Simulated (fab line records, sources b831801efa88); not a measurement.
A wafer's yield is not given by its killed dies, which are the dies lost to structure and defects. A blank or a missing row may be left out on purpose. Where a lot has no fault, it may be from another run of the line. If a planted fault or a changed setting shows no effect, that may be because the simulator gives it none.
Which tool did it? -- flow gf180mcu -- 12 lots, 36 wafers sampled, at 4 steps of a route of 602

## WHAT THE GAUGES READ, wafer by wafer
GF_DUAL_GATE_OVL_MEAS_11. Usual: DUAL_GATE_OVL gives 2.0 nm (standard deviation 1.3).
lot,measured,on,DUAL_GATE_OVL (nm),flag
L444,day 8 08:44,overlay-02,3.9 4.0 2.9,
L448,day 9 18:02,overlay-02,2.1 3.3 2.4,
L449,day 10 03:59,overlay-02,4.2 1.0 3.0,
L450,day 10 07:25,overlay-02,1.7 2.7 0.2,
L451,day 10 11:14,overlay-01,2.9 2.1 1.8,
L453,day 11 02:38,overlay-01,1.0 1.4 2.4,
L454,day 11 11:52,overlay-02,3.8 2.4 3.0,
L461,day 13 07:43,overlay-02,1.8 1.4 2.1,
L463,day 14 01:16,overlay-01,-0.1 0.1 -0.7,
L464,day 14 05:28,overlay-01,2.7 2.4 3.2,
L465,day 14 13:40,overlay-02,2.9 2.6 1.1,
L467,day 15 05:25,overlay-02,1.3 1.5 1.8,

GF_HV_LDD_CD_MEAS_31: target cd 400 nm. Usual: 399.6 nm for cd_nm, sd 2.6.
lot,measured,on,cd_nm (nm),flag
L444,day 11 13:49,cd_sem-01,400.4 399.5 400.3,
L448,day 13 05:34,cd_sem-01,399.2 399.3 400.8,
L449,day 13 16:53,cd_sem-02,395.5 395.7 394.5,
L450,day 13 21:53,cd_sem-02,399.4 398.6 400.1,
L451,day 14 00:33,cd_sem-01,403.3 401.8 401.0,
L453,day 14 14:55,cd_sem-01,397.8 399.1 397.7,
L454,day 15 04:10,cd_sem-01,403.9 402.0 404.5,
L461,day 17 06:28,cd_sem-02,- - -,OFF
L463,day 17 22:50,cd_sem-02,403.5 405.4 402.8,
L464,day 18 05:22,cd_sem-01,401.6 399.8 403.1,
L465,day 18 17:39,cd_sem-02,401.9 400.7 400.3,
L467,day 19 06:52,cd_sem-01,400.2 397.8 399.1,

GF_HV_LDD_TW_MEAS_38. Usual: HV_LDD_3_TW gives 1438 (standard deviation 8).
lot,measured,on,HV_LDD_3_TW,flag
L444,day 11 14:39,film_metro-04,1456 1447 1450,
L448,day 13 06:25,film_metro-04,1445 1445 1447,
L449,day 13 17:44,film_metro-01,1428 1436 1426,
L450,day 13 22:44,film_metro-04,1448 1450 1444,
L451,day 14 01:24,film_metro-03,1448 1447 1444,
L453,day 14 15:46,film_metro-01,1433 1437 1437,
L454,day 15 05:01,film_metro-01,1428 1426 1427,
L461,day 17 07:19,film_metro-04,30 30 30,OFF
L463,day 17 23:41,film_metro-01,1435 1432 1423,
L464,day 18 06:13,film_metro-01,1440 1438 1445,
L465,day 18 18:30,film_metro-01,1438 1435 1432,
L467,day 19 07:43,film_metro-04,1430 1439 1437,

## WHICH TOOL RAN EACH LOT (tool, then ch and the chambers of the sampled wafers, then the start)
lot,GF_HV_LDD_EXPOSE_28
L444,"iline_stepper-02 ch 0, day 11 04:08"
L448,"iline_stepper-01 ch 0, day 12 19:32"
L449,"iline_stepper-01 ch 0, day 13 07:26"
L450,"iline_stepper-02 ch 0, day 13 11:58"
L451,"iline_stepper-02 ch 0, day 13 14:12"
L453,"iline_stepper-01 ch 0, day 14 04:49"
L454,"iline_stepper-01 ch 0, day 14 17:28"
L461,"iline_stepper-01 ch 0, day 16 19:12"
L463,"iline_stepper-02 ch 0, day 17 11:31"
L464,"iline_stepper-02 ch 0, day 17 17:32"
L465,"iline_stepper-01 ch 0, day 18 05:55"
L467,"iline_stepper-01 ch 0, day 18 18:48"
- GF_HV_LDD_EXPOSE_28: exposes mask Nplus HV AREA, target cd 400 nm.

## WHAT THE TOOLS THEMSELVES READ (means of the sampled wafers that have a number; where no wafer has one, the mark that the record gives instead)
GF_HV_LDD_EXPOSE_28. Usual: exposure_dose_mJ_cm2 139.99, standard deviation 0.13; reticle_temp_C 23.01 C, standard deviation 0.11.
lot,tool,exposure_dose_mJ_cm2,reticle_temp_C (C),flag
L444,iline_stepper-02,140.00,22.96,
L448,iline_stepper-01,139.92,23.06,
L449,iline_stepper-01,139.89,23.14,
L450,iline_stepper-02,140.14,22.86,
L451,iline_stepper-02,139.98,23.05,
L453,iline_stepper-01,140.03,23.04,
L454,iline_stepper-01,139.81,23.04,
L461,iline_stepper-01,139.95,23.13,
L463,iline_stepper-02,139.98,22.98,
L464,iline_stepper-02,140.22,23.03,
L465,iline_stepper-01,140.12,22.91,
L467,iline_stepper-01,139.98,23.05,

## THE ANSWER, worked out from the rows above alone
Rule: take the mean of a lot's wafers that have a number; if it is more than 3 standard deviations from the usual mean, the lot is off. A lot without any number at a reading at which 4 lots or more have one is off too. All remaining lots with rows at the step are treated as sound. First the gauges in route order, then the tools' own readings, where a lot's mean is used as printed above. At the first step where some lot is off, the reading lying furthest off is the one used; lots without a number count as furthest.
Off: L461, at GF_HV_LDD_CD_MEAS_31 (cd_nm). Without a number there: L461.
A tool fits if, at a process step before that reading, it ran every lot that is off, and no sound lot after the first of them. Not tried: the gauges at GF_HV_LDD_CD_MEAS_31; whatever is off there is also off at GF_HV_LDD_TW_MEAS_38, on other tools, and gauge error can't account for it. None of those tried fits.

## WHAT THE SIMULATOR PUT IN
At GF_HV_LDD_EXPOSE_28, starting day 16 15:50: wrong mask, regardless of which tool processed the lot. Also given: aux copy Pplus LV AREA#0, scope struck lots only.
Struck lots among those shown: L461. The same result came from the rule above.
